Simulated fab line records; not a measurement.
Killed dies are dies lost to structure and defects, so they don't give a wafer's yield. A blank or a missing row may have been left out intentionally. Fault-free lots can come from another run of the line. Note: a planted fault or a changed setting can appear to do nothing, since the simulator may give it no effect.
Struck lot and sound lot, side by side -- flow gf180mcu -- 19 out of 602 route steps
Sound: these wafers, L269.2, L269.3, L269.4. Struck: wafer L283.3. (L283.5, L283.6 of the same lot were not struck and are left out.) The cause comes at the end.
At each step with rows: each side's tool, then ch and its chambers, then its first start. Under that, the readings that differ: sound wafers -- struck wafers -- difference of the means -- sigmas: that difference in standard deviations of wafers without a fault.
alike: readings whose means differ by less than 2 such deviations, and words and numbers that are the same on both sides. not compared: withheld readings, readings that some wafer has no value for, bounds like >300 that may hide the same value, and numbers for which the record gives no deviation and whose values overlap.
A row with sigmas, a row that says differs or no value, or rows on one side alone: a step with any of these is where the two part. Numbers that have no deviation but don't overlap get no sigmas and don't part them. A reading missing from all wafers of one side parts the sides only when that side holds two or more wafers.

GF_PSD_STRIP_10: strips in O2/N2.
  sound on plasma_asher-01 ch 0,1, day 16 08:10; struck on plasma_asher-01 ch 0, day 20 23:29
reading,sound,struck,difference,sigmas
heater_power_w (W),261 321 263,337,+55,+3
  alike: drypump_motor_current_A, oes_product_au, platen_temp_c, strip_time_to_endpoint_s
  not compared: rf_hours_counter_h
GF_PSD_TW_MEAS_11:
  sound on film_metro-01 at day 16 08:16; struck on film_metro-02 at day 20 23:34
reading,sound,struck,difference,sigmas
PSD_TW,3243 3238 3228,3182,-54,-3
then, 1 step without rows for these wafers: GF_PSD_CLEAN_12 (cleans in SC1/SC2, time 150 s).
GF_PSD_RTA_13: time 20 s.
  sound on rtp_anneal-01 ch 0, day 16 08:23; struck on rtp_anneal-01 ch 0, day 20 23:41
  alike: lamp_power_pct, wafer_temp_C_max
GF_PSD_RS_MEAS_14: uses a four-point probe to measure.
  sound on film_metro-01 at day 16 08:28; struck on film_metro-01 at day 20 23:47
  alike: NSD_RS
GF_PSD_RS_MEAS_15: uses a four-point probe to measure.
  sound on film_metro-01 at day 16 08:35; struck on film_metro-01 at day 20 23:54
  alike: PSD_RS
GF_SAB_CVD_00: deposits SiO2 from TEOS, target thk 50 nm, time 4.9302 s.
  sound on pecvd-01 ch 0,1,2, day 16 08:41; struck on pecvd-04 ch 0, day 20 23:59
  alike: heater_power_w, rf_fwd_power_W
GF_SAB_THK_MEAS_01:
  sound on film_metro-03 at day 16 08:43; struck on film_metro-03 at day 21 00:01
  alike: SAB_CVD_00_THK
then, 4 steps without rows for these wafers: GF_SAB_DEHYDRATE_02 (time 60 s); GF_SAB_HMDS_03 (prime time 60 s); GF_SAB_COAT_04 (resist thk 1000 nm); GF_SAB_SOFTBAKE_05 (time 60 s).
GF_SAB_EXPOSE_06: exposes mask SAB, target cd 420 nm.
  sound on iline_stepper-02 ch 0, day 16 19:31; struck on iline_stepper-02 ch 0, day 21 12:21
  alike: mask
then, 2 steps without rows for these wafers: GF_SAB_PEB_07; GF_SAB_DEVELOP_08 (develop time 60 s).
GF_SAB_CD_MEAS_09 targets a cd of 420 nm.
  sound on cd_sem-01 at day 17 07:04; struck on cd_sem-01 at day 21 23:26
reading,sound,struck,difference,sigmas
cd_nm (nm),422.9 421.2 422.8,346.1,-76.2,-35
GF_SAB_OVL_MEAS_10:
  sound on overlay-01 at day 17 07:11; struck on overlay-01 at day 21 23:32
  alike: SAB_OVL
GF_SAB_ETCH_11: etches SiO2 in C4F8/O2/Ar, target depth 55 nm, time 8.5 s.
  sound on rie_diel-04 ch 0,1,3, day 17 07:13; struck on rie_diel-03 ch 2, day 21 23:34
reading,sound,struck,difference,sigmas
rf_hours_counter_h (h),16 13 2,18,+8,
model.SAB.cd_nm (nm),422.7 421 422.2,346.2,-75.8,
  alike: oes_product_au, rf_fwd_power_W
then, 1 step without rows for these wafers: GF_SAB_WET_ETCH_12 (etches SiO2 in dHF, target depth 22 nm, time 440 s).

## WHERE THEY PART
Last at GF_SAB_CD_MEAS_09 as far as this record goes, first at GF_PSD_STRIP_10. Later steps at which nothing parts them and some readings are alike: GF_SAB_OVL_MEAS_10, GF_SAB_ETCH_11.

WHY: what the simulator had put in
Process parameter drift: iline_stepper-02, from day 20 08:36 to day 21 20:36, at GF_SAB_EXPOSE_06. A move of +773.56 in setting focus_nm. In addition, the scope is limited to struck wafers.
